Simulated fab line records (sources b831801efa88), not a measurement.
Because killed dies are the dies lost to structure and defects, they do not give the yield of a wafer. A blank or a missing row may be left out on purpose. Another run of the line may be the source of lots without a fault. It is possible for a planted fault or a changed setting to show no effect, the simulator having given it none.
fab line records | flow sfq-line
record lots=14 wafers=42 last-day=84
route steps=325 shown L0V@24 M2@89 I2@116
lots untouched by any fault: they come from a run of this same line in which no faults occurred
start-h: hours from the record's opening day to when the first of the lot's shown wafers began | wait-h: hours since the lot's step before | " as in the row above | L1.1+2: one row covering several wafers at once | - no value, or no start was given | * or withheld: withheld | < > ~ a bound
route shown NAME@n: NAME is a module with steps in the file, n the number in the route of the first one | usual: mean/standard deviation of fault-free wafers | same: alike in all rows | chamber/n: place in a boat | sites: each site's reading | _std_site: how widely they spread, as a standard deviation | _edge_site: the outer-site mean with the inner-site mean subtracted | radius-mm: how far each site lies from the wafer's centre | mask NAME#n: copy n | behind: the tool/chamber that last shaped the wafer | hold: cause of the lot's hold/its duration in hours/its outcome | device: names the non-switching transistor (n, p or np) | end of line: tests of these same wafers at the route's end | a step given without rows: its recipe and nothing more | killed: at the first sort, the dies lost to defects and structure; wafer yield is something else | map: a wafer's dies, x killed, . not, _ none there
set.NAME: the setting as run; set.NAME@STEP: as run at that earlier step | model.NAME: the simulator's own value behind a step, which no gauge read
a sample of lots followed through the steps of the route, with each step as a table and each wafer as a row
services: a tool's chamber out of use, with start hour (start-h, from the record's first day; less than 0 if before it), hours out, and reason
## steps
# step SFQ_TRILAYER_L0_VIA_BARC_OPEN_VIA_ETCH_021
# recipe mask-material=PR chemistry=O2 target-depth-nm=125 target=BARC source-w=500 bias-w=83.06 pressure-mtorr=30 time-s=41.7
# usual drypump-motor-current-A=5.57/0.23 oes-product-au=0.686/0.0044
# columns lot.wafer tool chamber start-h wait-h drypump-motor-current-A oes-product-au rf-hours-counter-h
L197.2 rie-diel-04 2 106.45 0.0 5.76 0.685 124
L197.5 " 2 " " 5.75 0.681 -
L197.6 " 3 " " 5.79 0.686 -
L201.4 rie-diel-04 0 128.05 0.0 5.73 0.686 43
L201.5 " 0 " " 5.70 0.683 -
L201.6 " 3 " " 5.81 0.692 -
L202.2 rie-diel-03 1 130.55 0.0 5.59 0.690 60
L202.4 " 1 " " 5.57 0.682 -
L202.5 " 2 " " 5.78 0.683 -
L203.3 rie-diel-02 2 135.35 0.0 4.96 0.686 144
L203.5 " 0 " " 5.51 0.687 -
L203.6 " 1 " " 5.73 0.685 -
L207.2 rie-diel-03 0 156.95 0.0 5.45 0.688 56
L207.5 " 3 " " 5.81 0.687 -
L207.6 " 2 " " 5.76 0.682 -
L208.4 rie-diel-02 0 164.15 0.0 5.49 0.681 87
L208.5 " 1 " " 5.70 0.681 -
L208.6 " 0 " " 5.48 0.689 -
L211.1 rie-diel-02 0 185.57 0.0 5.49 0.684 87
L211.2 " 1 " " 5.67 0.680 123
L211.4 " 2 " " 4.97 0.694 145
L214.2 rie-diel-04 0 203.57 0.0 5.68 0.687 44
L214.4 " 3 " " 5.81 0.682 58
L214.6 " 1 " " 5.36 0.684 -
L215.3 rie-diel-03 2 209.57 0.0 5.77 0.681 51
L215.4 " 2 " " 5.77 0.686 -
L215.6 " 3 " " 5.81 0.682 -
L216.4 rie-diel-04 1 214.37 0.0 5.35 0.679 34
L216.5 " 0 " " 5.68 0.691 -
L216.6 " 1 " " 5.37 0.691 -
L217.1 rie-diel-04 1 222.77 0.0 5.37 0.685 35
L217.5 " 3 " " 5.79 0.686 -
L217.6 " 2 " " 5.80 0.691 -
L218.2 rie-diel-03 3 229.97 0.0 5.79 0.688 3
L218.4 " 2 " " 5.78 0.685 52
L218.5 " 0 " " 5.44 0.686 -
L219.2 rie-diel-04 2 235.97 0.0 5.76 0.679 125
L219.3 " 0 " " 5.71 0.685 45
L219.5 " 2 " " 5.76 0.681 -
L220.1 rie-diel-04 3 240.77 0.0 5.81 0.693 59
L220.4 " 1 " " 5.33 0.691 35
L220.5 " 0 " " 5.69 0.686 -
# step SFQ_TRILAYER_L0_VIA_STRIP_STRIP_017
# recipe gas=O2 power-w=200 platen-temp-c=40 overash-fraction=0.65 chemistry=O2 pressure-mtorr=50
# usual drypump-motor-current-A=5.67/0.29 oes-product-au=1.002/0.0079
# columns lot.wafer tool chamber start-h wait-h drypump-motor-current-A oes-product-au rf-hours-counter-h
L197.2 rie-metal-04 0 106.54 - 6.10 1.005 2
L197.5 " 0 " " 6.13 1.009 -
L197.6 " 1 " " 5.67 1.004 -
L201.4 rie-metal-03 1 128.34 - 5.28 1.013 -
L201.5 " 0 " " 5.50 1.001 -
L201.6 " 1 " " 5.29 1.016 -
L202.2 rie-metal-04 1 130.64 - 5.62 1.005 181
L202.4 " 0 " " 6.13 0.995 -
L202.5 " 0 " " 6.13 1.011 -
L203.3 rie-metal-01 0 135.64 - 5.91 0.986 -
L203.5 " 0 " " 5.92 0.996 -
L203.6 " 1 " " 5.48 0.988 -
L207.2 rie-metal-01 0 157.04 - 5.90 1.006 165
L207.5 " 0 " " 5.94 1.007 -
L207.6 " 1 " " 5.45 0.990 -
L208.4 rie-metal-01 1 164.44 - 5.48 1.000 -
L208.5 " 1 " " 5.48 0.995 -
L208.6 " 0 " " 5.90 1.004 -
L211.1 rie-metal-03 1 185.66 - 5.29 1.001 56
L211.2 " 0 " " 5.50 1.005 128
L211.4 " 1 " " 5.28 1.015 -
L214.2 rie-metal-04 0 203.66 - 6.11 1.006 21
L214.4 " 1 " " 5.65 1.004 -
L214.6 " 1 " " 5.64 1.009 -
L215.3 rie-metal-01 0 209.86 - 5.91 0.999 -
L215.4 " 1 " " 5.49 0.998 -
L215.6 " 1 " " 5.48 0.995 -
L216.4 rie-metal-03 0 214.66 - 5.50 1.006 -
L216.5 " 0 " " 5.51 0.997 -
L216.6 " 1 " " 5.30 1.003 -
L217.1 rie-metal-03 1 222.86 - 5.27 1.010 62
L217.5 " 0 " " 5.51 1.006 -
L217.6 " 1 " " 5.28 1.009 -
L218.2 rie-metal-01 1 230.06 - 5.47 0.993 135
L218.4 " 1 " " 5.47 0.986 -
L218.5 " 1 " " 5.47 0.984 -
L219.2 rie-metal-01 1 236.06 - 5.47 0.985 137
L219.3 " 1 " " 5.45 0.981 -
L219.5 " 0 " " 5.92 0.991 -
L220.1 rie-metal-04 0 240.86 - 6.13 1.008 29
L220.4 " 0 " " 6.11 1.002 -
L220.5 " 0 " " 6.13 1.008 -
# step SFQ_TRILAYER_M2_DEP_SPUTTER_055
# recipe material=Nb base-pressure-pa=1.33e-06 chamber-pressure-pa=0.1333 substrate-temp-c=20 resputter-cathode-voltage-v=400 target-thk-nm=200 power-w=2000 time-s=133.3
# usual chamber-pressure-pa=0.13331/0.00027 throttle-valve-pct=30.7/1.1
# columns lot.wafer tool chamber start-h wait-h chamber-pressure-pa throttle-valve-pct
L197.2 pvd-sputter-03 - 362.20 0.0 0.13346 30.6
L197.5 " - " " 0.13313 30.6
L197.6 " - " " 0.13338 30.4
L201.4 pvd-sputter-06 - 401.65 0.0 0.13348 29.1
L201.5 " - " " 0.13308 29.1
L201.6 " - " " 0.13359 29.9
L202.2 pvd-sputter-04 - 404.05 0.0 0.13374 30.2
L202.4 " - " " 0.13326 30.0
L202.5 " - " " 0.13332 30.4
L203.3 pvd-sputter-06 - 414.42 0.0 0.13267 32.2
L203.5 " - " " 0.13323 29.7
L203.6 " - " " 0.13307 29.1
L207.2 pvd-sputter-04 - 503.22 0.0 0.13295 33.2
L207.5 " - " " 0.13293 30.4
L207.6 " - " " 0.13342 30.2
L208.4 pvd-sputter-06 - 511.42 0.0 0.13305 29.2
L208.5 " - " " 0.13373 30.6
L208.6 " - " " 0.13336 29.1
L211.1 pvd-sputter-06 - 539.02 0.0 0.13293 32.2
L211.2 " - " " 0.13383 29.2
L211.4 " - " " 0.13362 29.8
L214.2 pvd-sputter-04 - 563.02 0.0 0.13328 33.4
L214.4 " - " " 0.13306 30.0
L214.6 " - " " 0.13315 33.3
L215.3 pvd-sputter-04 - 567.82 0.0 0.1331 29.9
L215.4 " - " " 0.13304 30.5
L215.6 " - " " 0.13283 29.9
L216.4 pvd-sputter-03 - 572.62 0.0 0.1332 29.7
L216.5 " - " " 0.13326 30.6
L216.6 " - " " 0.13355 30.8
L217.1 pvd-sputter-03 - 576.22 0.0 0.13337 30.5
L217.5 " - " " 0.13361 30.8
L217.6 " - " " 0.13344 30.3
L218.2 pvd-sputter-03 - 579.84 0.0 0.13334 30.2
L218.4 " - " " 0.13335 30.8
L218.5 " - " " 0.13307 31.5
L219.2 pvd-sputter-04 - 595.89 0.0 0.13317 30.1
L219.3 " - " " 0.13348 33.4
L219.5 " - " " 0.13354 33.2
L220.1 pvd-sputter-03 - 599.47 0.0 0.13378 30.5
L220.4 " - " " 0.13321 31.4
L220.5 " - " " 0.1337 30.5
# step SFQ_M2_RS_MEAS_914
# recipe thk-meas-gauge=four-point-probe reads=Nb_of_TRILAYER_M2_DEP_SPUTTER_055
# usual M2_NB_RS=0.890/0.0068
# columns lot.wafer tool chamber start-h wait-h hold M2_NB_RS[ohm/sq]
L197.2 film-metro-04 - 362.31 0.1 - 0.889
L197.5 " - " " - 0.886
L197.6 " - " " - 0.886
L201.4 film-metro-03 - 401.80 0.1 - 0.890
L201.5 " - " " - 0.890
L201.6 " - " " - 0.900
L202.2 film-metro-03 - 404.16 0.1 - 0.893
L202.4 " - " " - 0.898
L202.5 " - " " - 0.891
L203.3 film-metro-04 - 414.55 0.1 - 0.887
L203.5 " - " " - 0.892
L203.6 " - " " - 0.893
L207.2 film-metro-02 - 503.33 0.1 - 0.879
L207.5 " - " " - 0.888
L207.6 " - " " - 0.885
L208.4 film-metro-04 - 511.57 0.1 await-dispo/0.2h/release 0.825
L208.5 " - " " await-dispo/0.2h/release 0.836
L208.6 " - " " await-dispo/0.2h/release 0.828
L208.4 film-metro-04 - 511.86 0.3 - 0.825
L208.5 " - " " - 0.833
L208.6 " - " " - 0.829
L211.1 film-metro-02 - 539.11 0.0 await-dispo/0.2h/release 0.828
L211.2 " - " " await-dispo/0.2h/release 0.839
L211.4 " - " " await-dispo/0.2h/release 0.822
L211.1 film-metro-02 - 539.40 0.3 - 0.829
L211.2 " - " " - 0.837
L211.4 " - " " - 0.820
L214.2 film-metro-04 - 563.13 0.1 - 0.879
L214.4 " - " " - 0.891
L214.6 " - " " - 0.872
L215.3 film-metro-04 - 567.95 0.1 - 0.890
L215.4 " - " " - 0.887
L215.6 " - " " - 0.889
L216.4 film-metro-03 - 572.77 0.1 - 0.892
L216.5 " - " " - 0.876
L216.6 " - " " - 0.891
L217.1 film-metro-03 - 576.31 0.0 - 0.901
L217.5 " - " " - 0.900
L217.6 " - " " - 0.898
L218.2 film-metro-02 - 579.95 0.1 - 0.893
L218.4 " - " " - 0.892
L218.5 " - " " - 0.894
L219.2 film-metro-04 - 596.00 0.1 - 0.892
L219.3 " - " " - 0.885
L219.5 " - " " - 0.890
L220.1 film-metro-04 - 599.56 0.0 - 0.895
L220.4 " - " " - 0.884
L220.5 " - " " - 0.888
# step SFQ_TRILAYER_M2_ETCH_METAL_ETCH_060
# recipe target=Nb stop-on=SiO2 mask-material=PR chemistry=Cl2/Ar target-depth-nm=240 icp-w=600 bias-w=80 pressure-mtorr=10 time-s=120
# usual drypump-motor-current-A=5.7/0.42 oes-product-au=0.894/0.0059
# columns lot.wafer tool chamber start-h wait-h drypump-motor-current-A oes-product-au rf-hours-counter-h
L197.2 rie-metal-02 1 448.09 0.0 5.4 0.894 34
L197.5 " 0 " " 4.7 0.899 -
L197.6 " 1 " " 5.4 0.895 -
L201.4 rie-metal-04 1 497.33 0.1 5.6 0.899 -
L201.5 " 1 " " 5.7 0.892 -
L201.6 " 0 " " 6.1 0.895 -
L202.2 rie-metal-01 1 500.89 0.0 5.5 0.893 4
L202.4 " 0 " " 5.9 0.889 -
L202.5 " 0 " " 5.9 0.884 -
L203.3 rie-metal-04 0 508.13 0.1 6.1 0.899 -
L203.5 " 0 " " 6.1 0.901 -
L203.6 " 1 " " 5.6 0.900 -
L207.2 rie-metal-02 1 565.01 0.0 5.4 0.901 43
L207.5 " 1 " " 5.4 0.898 -
L207.6 " 0 " " 4.7 0.890 -
L208.4 rie-metal-02 1 569.85 0.1 5.4 0.935 -
L208.5 " 0 " " 4.7 0.928 -
L208.6 " 1 " " 5.4 0.940 -
L211.1 rie-metal-01 0 590.96 0.0 5.9 0.934 46
L211.2 " 1 " " 5.5 0.930 18
L211.4 " 1 " " 5.5 0.943 -
L214.2 rie-metal-04 1 618.30 0.0 5.6 0.896 67
L214.4 " 1 " " 5.6 0.891 -
L214.6 " 1 " " 5.6 0.903 -
L215.3 rie-metal-04 0 625.54 0.1 6.1 0.901 -
L215.4 " 1 " " 5.7 0.896 -
L215.6 " 0 " " 6.1 0.896 -
L216.4 rie-metal-04 0 627.94 0.1 6.1 0.884 -
L216.5 " 0 " " 6.1 0.898 -
L216.6 " 1 " " 5.6 0.894 -
L217.1 rie-metal-04 1 630.30 0.0 5.6 0.878 70
L217.5 " 1 " " 5.6 0.895 -
L217.6 " 0 " " 6.2 0.887 -
L218.2 rie-metal-02 1 633.90 0.0 5.4 0.893 50
L218.4 " 1 " " 5.4 0.889 -
L218.5 " 0 " " 4.7 0.887 -
L219.2 rie-metal-01 1 647.10 0.0 5.4 0.887 27
L219.3 " 0 " " 5.9 0.893 -
L219.5 " 0 " " 5.9 0.891 -
L220.1 rie-metal-02 1 650.70 0.0 5.4 0.892 53
L220.4 " 1 " " 5.4 0.900 -
L220.5 " 0 " " 4.7 0.898 -
# step SFQ_TRILAYER_I2_VIA_STRIP_STRIP_071
# recipe gas=O2 power-w=200 platen-temp-c=40 overash-fraction=0.65 chemistry=O2 pressure-mtorr=50
# usual drypump-motor-current-A=5.42/0.27 oes-product-au=1.002/0.0073
# columns lot.wafer tool chamber start-h wait-h drypump-motor-current-A oes-product-au rf-hours-counter-h
L197.2 rie-metal-03 0 588.32 - 5.50 1.010 20
L197.5 " 1 " " 5.30 1.008 -
L197.6 " 0 " " 5.51 1.010 -
L201.4 rie-metal-01 0 627.67 - 5.91 1.001 -
L201.5 " 1 " " 5.46 1.002 -
L201.6 " 0 " " 5.91 0.989 -
L202.2 rie-metal-03 0 631.07 - 5.50 1.002 28
L202.4 " 1 " " 5.28 1.006 -
L202.5 " 1 " " 5.27 0.998 -
L203.3 rie-metal-03 1 639.67 - 5.31 0.997 -
L203.5 " 0 " " 5.51 0.984 -
L203.6 " 1 " " 5.27 0.995 -
L207.2 rie-metal-01 1 702.97 - 5.45 0.998 38
L207.5 " 0 " " 5.91 1.002 -
L207.6 " 1 " " 5.46 0.999 -
L208.4 rie-metal-01 0 705.64 - 5.91 1.004 -
L208.5 " 0 " " 5.91 1.002 -
L208.6 " 1 " " 5.46 1.008 -
L211.1 rie-metal-02 1 722.92 - 5.39 0.996 67
L211.2 " 1 " " 5.38 1.001 -
L211.4 " 1 " " 5.39 1.009 -
L214.2 rie-metal-03 1 749.32 - 5.28 1.021 157
L214.4 " 1 " " 5.28 1.013 -
L214.6 " 1 " " 5.27 1.010 -
L215.3 rie-metal-02 0 755.52 - 4.69 1.014 -
L215.4 " 1 " " 5.42 1.012 -
L215.6 " 0 " " 4.70 1.008 -
L216.4 rie-metal-01 1 759.12 - 5.48 0.997 -
L216.5 " 1 " " 5.48 1.014 -
L216.6 " 0 " " 5.90 1.008 -
L217.1 rie-metal-03 1 766.87 - 5.27 1.015 160
L217.5 " 0 " " 5.53 0.997 -
L217.6 " 1 " " 5.28 0.994 -
L218.2 rie-metal-03 0 769.27 - 5.51 0.994 54
L218.4 " 1 " " 5.25 1.004 -
L218.5 " 1 " " 5.25 1.008 -
L219.2 rie-metal-02 0 776.47 - 4.71 1.002 89
L219.3 " 1 " " 5.39 1.001 -
L219.5 " 0 " " 4.70 1.004 -
L220.1 rie-metal-03 0 777.67 - 5.50 1.003 55
L220.4 " 1 " " 5.31 1.010 -
L220.5 " 1 " " 5.28 1.000 -
## services
# columns tool chamber start-h hours kind
rie-metal-04 - 101.61 0.8 repair
rie-metal-01 - 104.09 5.0 repair
rie-metal-01 1 110.05 3.4 repair
rie-metal-04 - 113.24 1.4 pm
rie-metal-02 1 161.31 9.9 repair
rie-metal-01 - 165.25 2.8 pm
rie-metal-03 0 176.64 8.9 repair
rie-metal-01 1 193.21 11.8 repair
rie-metal-03 - 199.59 1.2 repair
rie-metal-03 - 227.05 0.3 repair
rie-metal-02 - 250.08 14.6 pm
rie-metal-03 0 259.94 22.7 repair
rie-metal-03 - 276.41 28.1 pm
rie-metal-03 - 324.33 2.8 pm
rie-metal-01 - 346.75 1.1 repair
rie-metal-04 - 357.87 6.5 repair
rie-metal-03 0 359.94 11.6 repair
rie-metal-01 - 415.52 14.6 pm
rie-metal-01 1 511.03 7.9 repair
rie-metal-04 - 552.34 2.8 pm
rie-metal-03 1 554.65 3.9 repair
rie-metal-01 1 602.00 9.6 repair
rie-metal-01 1 622.33 3.8 repair
rie-metal-01 - 709.48 1.7 repair
## key
first-sign step=SFQ_M2_RS_MEAS_914 reading=visit direction=added
effect step=SFQ_M2_RS_MEAS_914 reading=M2_NB_RS direction=down sigmas=8.9 usual=0.890 struck=0.830
effect step=SFQ_TRILAYER_M2_ETCH_METAL_ETCH_060 reading=oes-product-au direction=up sigmas=7 usual=0.894 struck=0.935
met-at SFQ_TRILAYER_M2_DEP_SPUTTER_055
struck-lots L208,L211
not-acting-at SFQ_TRILAYER_L0_VIA_BARC_OPEN_VIA_ETCH_021,SFQ_TRILAYER_L0_VIA_STRIP_STRIP_017,SFQ_TRILAYER_I2_VIA_STRIP_STRIP_071
onset-between 414.42 511.42
fault kind=process-parameter-drift tool=pvd-sputter-06 chamber=- onset-h=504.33 steps=SFQ_TRILAYER_M2_DEP_SPUTTER_055 channel=target-thk-nm offset=13.723 shape=step end-h=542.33 acts-in=these-recipes-only stated=200
